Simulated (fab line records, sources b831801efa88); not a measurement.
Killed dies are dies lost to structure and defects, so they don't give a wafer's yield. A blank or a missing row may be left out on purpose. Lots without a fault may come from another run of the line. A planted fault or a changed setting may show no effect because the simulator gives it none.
One fault seen from 2 desks | flow gf180mcu | each desk has only its own numbers; what lay behind them comes last

THE METROLOGY DESK
What the gauges read, lot by lot, whatever tool the lot ran on: means of the sampled wafers that have a number. A lot is out of limits, marked OUT, if its mean lies more than 4 standard deviations from the usual mean; the brackets give that distance.
Columns: A = V1_W_RS at GF_V1_RS_MEAS_24, usual 0.329 ohm/sq; B = M2_ALCU_RS at GF_M2_RS_MEAS_05, usual 0.0695 ohm/sq; C = M2_ALCU_THK at GF_M2_THK_MEAS_06, usual 446 nm
lot  | first seen here | A     | B                | C
L789 | day 18 00:49    | 0.334 | 0.0692           | 446
L791 | day 18 23:55    | 0.329 | 0.0683           | 454
L792 | day 19 06:13    | 0.328 | 0.0714           | 433
L793 | day 19 19:17    | 0.330 | 0.0696           | 451
L795 | day 20 14:39    | 0.328 | 0.0692           | 443
L799 | day 22 05:41    | 0.326 | 0.0704           | 439
L800 | day 22 07:12    | 0.327 | 0.0700           | 442
L804 | day 23 17:30    | 0.333 | 0.0699           | 441
L808 | day 25 02:14    | 0.327 | 0.0602 (-12) OUT | 544 (+18) OUT
L809 | day 25 10:36    | 0.324 | 0.0602 (-12) OUT | 545 (+18) OUT
L810 | day 25 22:52    | 0.329 | 0.0707           | 439
This desk's finding: out of limits on L808, L809; first on L808, day 25 02:56 (M2_ALCU_RS at GF_M2_RS_MEAS_05). In limits: L789, L791, L792, L793, L795, L799, L800, L804, L810.

THE TOOL OWNER'S DESK: pvd_sputter-03
The tool's own readings at GF_M2_SPUTTER_02 (material AlCu, target thk 450 nm, time 23.9 s): means of the sampled wafers that have a number, for each lot that ran on this tool. A lot is out of limits, marked OUT, if its mean lies more than 4 standard deviations from the usual mean; the brackets give that distance.
Columns: A = throttle_valve_pct at GF_M2_SPUTTER_02, usual 30.3 %
lot  | first seen here | A
L791 | day 19 00:33    | 31.2
L793 | day 19 19:54    | 30.8
L808 | day 25 02:49    | 31.6
L809 | day 25 11:11    | 30.9
This desk's finding: nothing out of limits on any of the 4 lots.

PUT TOGETHER
The metrology desk could have raised an alarm at day 25 02:56, on L808, L809.
The tool owner's desk saw nothing out of limits.
The tool owner's desk has L808, L809 on record, within its limits.
Of the lots named, all ran GF_M2_SPUTTER_02 on pvd_sputter-03.

WHAT THE SIMULATOR HAD PUT IN
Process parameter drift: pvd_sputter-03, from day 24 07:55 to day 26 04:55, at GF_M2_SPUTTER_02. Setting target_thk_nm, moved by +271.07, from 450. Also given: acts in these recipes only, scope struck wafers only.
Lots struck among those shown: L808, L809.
Hours from the fault's start to each desk's first reading out of limits: the metrology desk, 19.
